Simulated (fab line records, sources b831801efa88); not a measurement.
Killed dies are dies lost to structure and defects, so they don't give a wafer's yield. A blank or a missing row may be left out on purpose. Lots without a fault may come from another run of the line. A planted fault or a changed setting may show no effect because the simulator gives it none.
Chamber matching | flow sfq_line | SFQ_TRILAYER_I0_VIA_BARC_OPEN_VIA_ETCH_046 on rie_diel-01: 4 sister chambers
The step etches BARC in O2, target depth 125 nm, time 41.7 s. 4 wafers are shown with their chamber, then 7 later ones without.

WAFERS WITH THEIR CHAMBER
wafer  | chamber | oes_product_au (a.u.)
L476.1 | 0       | 0.691
L476.6 | 2       | 0.683
L484.1 | 3       | 0.690
L484.3 | 1       | 0.694

WAFERS WITHOUT THEIR CHAMBER
wafer  | oes_product_au (a.u.)
L484.6 | 0.685
L485.2 | 0.682
L485.5 | 0.686
L485.6 | 0.691
L488.3 | 0.679
L488.4 | 0.686
L488.5 | 0.694

WHICH CHAMBER EACH WENT THROUGH
wafer  | from the rows above          | in truth
L484.6 | can't be placed: 2 or 3 or 0 | 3
L485.2 | 2                            | 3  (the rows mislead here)
L485.5 | can't be placed: 2 or 3 or 0 | 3
L485.6 | can't be placed: 0 or 3 or 1 | 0
L488.3 | 2                            | 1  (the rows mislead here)
L488.4 | can't be placed: 2 or 3 or 0 | 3
L488.5 | can't be placed: 1 or 0 or 3 | 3
Placed correctly: 0 of 7. Can't be placed from these rows: 5 (the true chamber is among the candidates in 5). Placed wrongly: 2.
How it was worked out, from the rows above alone: a wafer's distance from a chamber is the root of the sum, over the readings, of the square of ((its reading less the chamber's mean) divided by the reading's scatter). The wafer belongs to the nearest chamber; if the next one is less than 2 further off, it can't be placed. A chamber's mean is the mean of its shown wafers. The scatter: with one shown wafer a chamber, the root of the mean of the squares of how far each hidden wafer lies from its nearest shown one.
